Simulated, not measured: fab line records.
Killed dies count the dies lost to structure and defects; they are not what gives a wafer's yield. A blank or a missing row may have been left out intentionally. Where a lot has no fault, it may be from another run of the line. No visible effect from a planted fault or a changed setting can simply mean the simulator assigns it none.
What tool caused it?	flow gf180mcu	18 wafers sampled from 6 lots at 1 step of a route of 602

## WHAT THE GAUGES READ, wafer by wafer
GF_M2_OVL_MEAS_15.
lot	measured	on	M2_OVL (nm)
L778	day 19 23:56	overlay-02	8 8 9
L780	day 20 20:23	overlay-01	5 5 3
L783	day 21 18:11	overlay-02	-5 7 3
L794	day 25 13:17	overlay-02	5 4 4
L796	day 26 07:38	overlay-02	8 1 15
L798	day 26 17:11	overlay-02	6 -2 -2

## TOOL THAT RAN EACH LOT (tool first, then ch and the chambers of the sampled wafers, then the start)
No process step before these readings appears in the record.

## THE ANSWER, worked out from the rows above alone
Rule: the usual values come from the lots themselves. Put in order of their means at a reading, lots are off if they are a third of the lots or fewer, leave a main group of 4 or more, and stand apart from it by a gap of 3 or more times the standard deviation of the main group's means; of several such gaps the widest counts. If all means in a main group match to the digits the tables above print for the reading, that group is not used. Also off: a lot with no number at a reading for which 4 or more lots have one. The other lots that the step has rows for count as sound.
No lot is off on any of the readings shown, so nothing can be concluded from this.

## WHAT THE SIMULATOR PUT IN
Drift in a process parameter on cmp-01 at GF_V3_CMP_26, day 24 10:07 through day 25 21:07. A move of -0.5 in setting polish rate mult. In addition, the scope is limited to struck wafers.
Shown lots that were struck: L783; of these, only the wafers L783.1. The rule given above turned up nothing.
